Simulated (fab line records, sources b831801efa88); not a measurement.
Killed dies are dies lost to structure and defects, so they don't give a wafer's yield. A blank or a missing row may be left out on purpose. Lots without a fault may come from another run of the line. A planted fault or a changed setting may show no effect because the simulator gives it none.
Which tool did it? | flow gf180mcu | 13 lots, 39 wafers sampled, at 2 steps of a route of 602

WHAT THE GAUGES READ, wafer by wafer
GF_MIM_RS_MEAS_10: measures by four-point-probe. Usual: MIM_ALCU_RS 0.1605 ohm/sq, standard deviation 0.0015.
lot  | measured     | on            | MIM_ALCU_RS (ohm/sq) | flag
L256 | day 24 09:44 | film_metro-02 | 0.1597 0.1606 0.1605 |
L258 | day 25 10:16 | film_metro-04 | 0.1615 0.1597 0.1579 |
L259 | day 25 17:20 | film_metro-04 | 0.1589 0.1592 0.1608 |
L260 | day 25 21:19 | film_metro-04 | 0.1620 0.1617 0.1621 |
L261 | day 26 03:15 | film_metro-03 | 0.1595 0.1607 0.1609 |
L262 | day 26 22:53 | film_metro-03 | 0.1594 0.1587 0.1603 |
L266 | day 28 03:08 | film_metro-02 | 0.1605 0.1602 0.1597 |
L267 | day 28 04:38 | film_metro-02 | 0.1631 0.1623 0.1627 |
L268 | day 28 18:31 | film_metro-02 | 0.1598 0.1588 0.1592 |
L274 | day 30 12:48 | film_metro-02 | 0.1621 0.1619 0.1609 |
L275 | day 30 13:06 | film_metro-02 | 0.1619 0.1614 0.1606 |
L276 | day 30 17:44 | film_metro-04 | 0.1598 0.1620 0.1594 |
L277 | day 30 23:52 | film_metro-03 | 0.1570 0.1584 0.1567 |

WHICH TOOL RAN EACH LOT (tool, then ch and the chambers of the sampled wafers, then the start)
lot  | GF_V2_SPUTTER_22
L256 | pvd_sputter-02, day 20 06:00
L258 | pvd_sputter-03, day 21 08:20
L259 | pvd_sputter-02, day 21 15:59
L260 | pvd_sputter-02, day 21 21:03
L261 | pvd_sputter-02, day 22 03:01
L262 | pvd_sputter-02, day 23 01:55
L266 | pvd_sputter-03, day 24 08:23
L267 | pvd_sputter-03, day 24 10:35
L268 | pvd_sputter-03, day 24 18:13
L274 | pvd_sputter-02, day 26 19:29
L275 | pvd_sputter-02, day 26 20:25
L276 | pvd_sputter-02, day 27 05:19
L277 | pvd_sputter-03, day 27 09:14
- GF_V2_SPUTTER_22: material TiN, target thk 10 nm, time 40 s.

WHAT THE TOOLS THEMSELVES READ (means of the sampled wafers that have a number; where no wafer has one, the mark that the record gives instead)
GF_V2_SPUTTER_22. Usual: throttle_valve_pct 29.7 %, standard deviation 1.
lot  | tool           | throttle_valve_pct (%) | flag
L256 | pvd_sputter-02 | 29.2                   |
L258 | pvd_sputter-03 | 30.2                   |
L259 | pvd_sputter-02 | 30.0                   |
L260 | pvd_sputter-02 | 29.6                   |
L261 | pvd_sputter-02 | 29.6                   |
L262 | pvd_sputter-02 | 29.6                   |
L266 | pvd_sputter-03 | 29.2                   |
L267 | pvd_sputter-03 | 30.5                   |
L268 | pvd_sputter-03 | 29.6                   |
L274 | pvd_sputter-02 | 30.1                   |
L275 | pvd_sputter-02 | 29.1                   |
L276 | pvd_sputter-02 | 29.7                   |
L277 | pvd_sputter-03 | 29.8                   |

THE ANSWER, worked out from the rows above alone
Rule: a lot is off if the mean of its wafers that have a number lies more than 3 standard deviations from the usual mean. A lot without any number at a reading at which 4 lots or more have one is off too. The other lots that the step has rows for count as sound. The gauges are gone through in route order, then the tools' own readings, and for those a lot's mean is taken as printed above. The first step at which some lot is off is used, and at that step the reading that is off furthest; a lot without a number counts as furthest.
No lot is off at any reading shown: from this, nothing can be told.

WHAT THE SIMULATOR HAD PUT IN
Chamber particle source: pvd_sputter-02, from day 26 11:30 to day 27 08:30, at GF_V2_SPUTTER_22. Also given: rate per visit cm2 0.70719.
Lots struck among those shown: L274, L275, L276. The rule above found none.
